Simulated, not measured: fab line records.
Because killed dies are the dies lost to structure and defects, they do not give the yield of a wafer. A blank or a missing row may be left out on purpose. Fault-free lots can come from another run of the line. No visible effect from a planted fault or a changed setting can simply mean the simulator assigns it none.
One fault through the eyes of 2 desks	flow gf180mcu	every desk sees just its own numbers, and what lay behind them comes last

== METROLOGY DESK ==
Lot by lot, what the gauges showed, no matter which tool ran the lot: averages of those sampled wafers that carry a number. Any lot whose mean is over 4 standard deviations away from the usual mean is out of limits and marked OUT; that distance is given in the brackets.
Columns: A = VT_IMPLANT_OVL at GF_VT_IMPLANT_OVL_MEAS_07, usual -1.2 nm; B = LVPWELL_RS at GF_VT_IMPLANT_RS_MEAS_48, usual 1196.2 ohm/sq
lot	first seen here	A	B
L323	day 5 13:05	2.0	1197.2
L324	day 5 20:56	-1.4	1192.4
L325	day 6 02:47	1.3	1196.2
L326	day 6 07:32	-1.9	1197.8
L327	day 6 15:11	-1.5	1197.2
L328	day 6 20:53	-2.7	1196.1
L335	day 8 17:53	-1.2	1183.9 (-4.7) OUT
L336	day 8 22:08	0.4	1178.3 (-6.9) OUT
L339	day 9 16:41	-0.8	1184.7 (-4.4) OUT
L340	day 10 00:40	-1.9	1193.2
L342	day 10 12:16	-2.4	1192.1
L343	day 10 19:50	-1.5	1198.4
This desk's result: L335, L336, L339 out of limits, first on L335 (LVPWELL_RS at GF_VT_IMPLANT_RS_MEAS_48), day 10 23:52. Within limits: L323, L324, L325, L326, L327, L328, L340, L342, L343.

== TOOL OWNER'S DESK, implanter-04 ==
GF_LVPWELL_IMPLANT_08, tool's own readings: per-lot mean of the sampled wafers with a number, covering each lot this tool ran. Any lot whose mean is over 4 standard deviations away from the usual mean is out of limits and marked OUT; that distance is given in the brackets.
Columns: A = beam-on-s at GF_LVPWELL_IMPLANT_08, usual 10.03 s; B = dose-ions-cm2 at GF_LVPWELL_IMPLANT_08, usual 1.5e+13
lot	first seen here	A	B
L323	day 3 20:20	9.88	1.5e+13
L326	day 4 11:46	9.94	1.5e+13
L328	day 5 00:17	9.98	1.5e+13
L335	day 6 16:52	9.99	1.5e+13 (+23) OUT
L336	day 6 19:58	9.95	1.5e+13 (+22) OUT
L339	day 7 15:08	10.19	1.5e+13 (+22) OUT
Finding of this desk: L335, L336, L339 out of limits; the first was L335 at day 6 16:52, on dose-ions-cm2 at GF_LVPWELL_IMPLANT_08. Within limits: L323, L326, L328.

== ALL TOGETHER ==
On L335, L336, L339, at day 6 16:52, an alarm was possible from the tool owner's desk.
On L335, L336, L339, the metrology desk was in a position to raise an alarm at day 10 23:52.
All the named lots went through GF_LVPWELL_IMPLANT_08 on implanter-04.

== WHAT THE SIMULATOR PUT IN ==
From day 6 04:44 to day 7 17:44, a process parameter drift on implanter-04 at GF_LVPWELL_IMPLANT_08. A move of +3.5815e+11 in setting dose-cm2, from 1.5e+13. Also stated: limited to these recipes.
Struck lots among those shown: L335, L336, L339.
Delay (hours) between the fault's onset and each desk's first out-of-limits reading: 12 at the tool owner's desk, 115 at the metrology desk.
